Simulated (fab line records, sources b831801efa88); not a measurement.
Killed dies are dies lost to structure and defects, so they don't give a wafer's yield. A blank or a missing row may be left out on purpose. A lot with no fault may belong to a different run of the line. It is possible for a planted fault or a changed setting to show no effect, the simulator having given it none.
Struck lot and sound lot, side by side || flow sky130 || 43 steps out of a route of 708
Sound: wafers L533.1, L533.4, L533.5. Wafers L543.1, L543.2, L543.3 were the ones struck. The cause is given at the end.
Order at every step that has rows: each side's tool, ch and its chambers, its first start. Under that, the readings that differ: sound wafers || struck wafers || difference of the means || sigmas: that difference in standard deviations of wafers without a fault.
alike: same words and numbers on both sides, and readings whose means sit less than 2 such deviations apart. not compared: any withheld reading, any reading some wafer has no value for, any bound like >300 that may hide the same value, and any number with overlapping values for which the record gives no deviation.
Wherever a step has rows on one side only, a row that says differs or no value, or a row with sigmas, the two part there. When numbers do not overlap yet have no deviation, they are printed without sigmas and do not part them. Lack of a reading on every wafer of one side parts them only where that side has two or more wafers.

SKY_LDD_P_OVL_MEAS_08:
  sound on overlay-02, day 19 10:50; struck on overlay-02, day 22 22:49
  alike: LDD_P_OVL
next, for these wafers, 1 step has no rows: SKY_LDD_P_IMPLANT_09.
SKY_LDD_P_STRIP_10: strips in O2/N2.
  sound on plasma asher-03 ch 0,1, day 19 11:01; struck on plasma asher-02 ch 0,1, day 22 23:01
  alike: chamber pressure mTorr, drypump motor current A, oes product au, strip time to endpoint s
  not compared: rf hours counter h
SKY_LDD_P_TW_MEAS_11:
  sound on film metro-01, day 19 11:07; struck on film metro-03, day 22 23:07
  alike: LDD_P_TW
then, 7 steps without rows for these wafers: SKY_LDD_HVN_DEHYDRATE_00 (time 60 s); SKY_LDD_HVN_HMDS_01 (prime time 60 s); SKY_LDD_HVN_COAT_02 (resist thk 300 nm); SKY_LDD_HVN_SOFTBAKE_03 (time 60 s); SKY_LDD_HVN_EXPOSE_04 (exposes mask HVNTM, target cd 700 nm); SKY_LDD_HVN_PEB_05; SKY_LDD_HVN_DEVELOP_06 (develop time 60 s).
SKY_LDD_HVN_OVL_MEAS_07:
  sound on overlay-02, day 20 16:27; struck on overlay-02, day 24 05:06
  alike: LDD_HVN_OVL
SKY_LDD_HVN_IMPLANT_08:
  sound on implanter-03 ch 0, day 20 16:29; struck on implanter-04 ch 0, day 24 05:08
  alike: end station pressure torr
SKY_LDD_HVN_STRIP_09: strips in O2/N2.
  sound on plasma asher-01 ch 0,1, day 20 16:38; struck on plasma asher-03 ch 0,1, day 24 05:17
  alike: chamber pressure mTorr, drypump motor current A, oes product au, strip time to endpoint s
  not compared: rf hours counter h
SKY_LDD_HVN_TW_MEAS_10:
  sound on film metro-01, day 20 16:44; struck on film metro-02, day 24 05:23
  alike: LDD_HVN_TW
then, 7 steps without rows for these wafers: SKY_LDD_HVP_DEHYDRATE_00 (time 60 s); SKY_LDD_HVP_HMDS_01 (prime time 60 s); SKY_LDD_HVP_COAT_02 (resist thk 300 nm); SKY_LDD_HVP_SOFTBAKE_03 (time 60 s); SKY_LDD_HVP_EXPOSE_04 (exposes mask HVPTM, target cd 700 nm); SKY_LDD_HVP_PEB_05; SKY_LDD_HVP_DEVELOP_06 (develop time 60 s).
SKY_LDD_HVP_OVL_MEAS_07:
  sound on overlay-02, day 21 23:07; struck on overlay-02, day 25 10:31
  alike: LDD_HVP_OVL
next, for these wafers, 1 step has no rows: SKY_LDD_HVP_IMPLANT_08.
SKY_LDD_HVP_STRIP_09: strips in O2/N2.
  sound on plasma asher-01 ch 0,1, day 21 23:18; struck on plasma asher-02 ch 0,1, day 25 10:42
  alike: chamber pressure mTorr, drypump motor current A, oes product au, strip time to endpoint s
  not compared: rf hours counter h
SKY_LDD_HVP_TW_MEAS_10:
  sound on film metro-04, day 21 23:24; struck on film metro-04, day 25 10:48
  alike: LDD_HVP_TW
then, 7 steps without rows for these wafers: SKY_LDD_LDN_DEHYDRATE_00 (time 60 s); SKY_LDD_LDN_HMDS_01 (prime time 60 s); SKY_LDD_LDN_COAT_02 (resist thk 1148 nm); SKY_LDD_LDN_SOFTBAKE_03 (time 60 s); SKY_LDD_LDN_EXPOSE_04 (exposes mask LDNTM, target cd 700 nm); SKY_LDD_LDN_PEB_05; SKY_LDD_LDN_DEVELOP_06 (develop time 60 s).
SKY_LDD_LDN_OVL_MEAS_07:
  sound on overlay-02, day 23 05:28; struck on overlay-02, day 26 15:46
  alike: LDD_LDN_OVL
then, 4 steps without rows for these wafers: SKY_LDD_LDN_IMPLANT_08; SKY_LDD_LDN_IMPLANT_09; SKY_LDD_LDN_IMPLANT_10; SKY_LDD_LDN_IMPLANT_11.
SKY_LDD_LDN_STRIP_12: strips in O2/N2.
  sound on plasma asher-03 ch 1, day 23 06:06; struck on plasma asher-02 ch 0,1, day 26 16:24
  alike: chamber pressure mTorr, drypump motor current A, oes product au, strip time to endpoint s
  not compared: rf hours counter h
SKY_LDD_LDN_TW_MEAS_13:
  sound on film metro-02, day 23 06:12; struck on film metro-04, day 26 16:30
  alike: LDD_LDN_TW
then, 2 steps without rows for these wafers: SKY_LDD_LDN_CLEAN_14 (cleans in SC1/SC2, time 150 s); SKY_SPACER_CVD_00 (deposits Si3N4 from DCS/NH3, target thk 43.1 nm, time 740 s).
-- the record jumps here: 22 days lie between the struck wafers' starts before and after (it left off in module SPACER and takes up again in module PAD_OPEN, whose first step shown is number 708 of the route) --
SKY_PAD_OPEN_PROBE_99:
  sound on prober-02, day 46 00:46; struck on prober-01, day 48 06:50
{"reading": "model.etest.tip_n_5v.rs ohm sq", "sound": "1384 1384 1377", "struck": "1556 1573 1551", "difference": "+178", "sigmas": ""}
{"reading": "model.etest.tip_n_5v.rs ohm sq range", "sound": "37.09 23.97 33.98", "struck": "159.5 184.2 175.6", "difference": "+141.4", "sigmas": ""}
{"reading": "model.etest.tip_n_5v.rs ohm sq rim less centre", "sound": "-20.7 10.69 -17.02", "struck": "-77.68 -79.54 -78.58", "difference": -69.59, "sigmas": ""}
{"reading": "model.etest.nfet g5v0d10v5.r on ohm um", "sound": "1901 1935 1902", "struck": "1899 1874 1881", "difference": -28, "sigmas": ""}
  alike: killed_at_M0_to_M3, killed_at_M4_up, killed at contacts, killed at front end, killed at other, killed dies, killed open, killed short
  not compared: model.etest.nfet g5v0d10v5.vt v range

WHERE THEY PART
Nowhere in this record.

WHY: what the simulator had put in
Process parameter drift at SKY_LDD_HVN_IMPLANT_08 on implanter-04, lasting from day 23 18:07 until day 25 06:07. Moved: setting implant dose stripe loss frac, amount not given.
